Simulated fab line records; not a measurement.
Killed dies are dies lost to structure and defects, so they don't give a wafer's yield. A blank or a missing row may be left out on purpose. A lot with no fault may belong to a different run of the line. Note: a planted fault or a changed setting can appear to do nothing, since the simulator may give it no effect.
Matching of chambers | flow sky130 | 3 sister chambers for SKY_CAPM_CVD_00 on pecvd-01
The step deposits SiO2, target thk 15.5 nm. 3 wafers are shown with their chamber, then 7 later ones without.

WAFERS PAIRED WITH THEIR CHAMBERS
wafer  | chamber | heater-power-w (W)
L453.5 | 2       | 663
L454.1 | 1       | 727
L454.3 | 0       | 596

WAFERS WITH NO CHAMBER GIVEN
wafer  | heater-power-w (W)
L454.4 | 740
L456.1 | 618
L456.4 | 626
L456.6 | 633
L458.2 | 866
L458.3 | 696
L458.4 | 602

CHAMBER TAKEN BY EACH
wafer  | from the rows above          | in truth
L454.4 | can't be placed: 1 or 2      | 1
L456.1 | can't be placed: 0 or 2 or 1 | 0
L456.4 | can't be placed: 0 or 2 or 1 | 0
L456.6 | can't be placed: 2 or 0 or 1 | 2
L458.2 | can't be placed: 1 or 2      | 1
L458.3 | can't be placed: 1 or 2 or 0 | 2
L458.4 | can't be placed: 0 or 2      | 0
Correct placement for 0 of the 7. Can't be placed from these rows: 7 (the true chamber is among the candidates in 7). Wrongly placed: 0.
How it was worked out, from the rows above alone: a wafer's distance from a chamber is the root of the sum, over the readings, of the square of ((its reading less the chamber's mean) divided by the reading's scatter). The wafer belongs to the nearest chamber; if the next one is less than 2 further off, it can't be placed. A chamber's mean is the mean of its shown wafers. The scatter (one wafer shown for each chamber): square how far every hidden wafer sits from the nearest shown wafer, average those squares and take the square root.
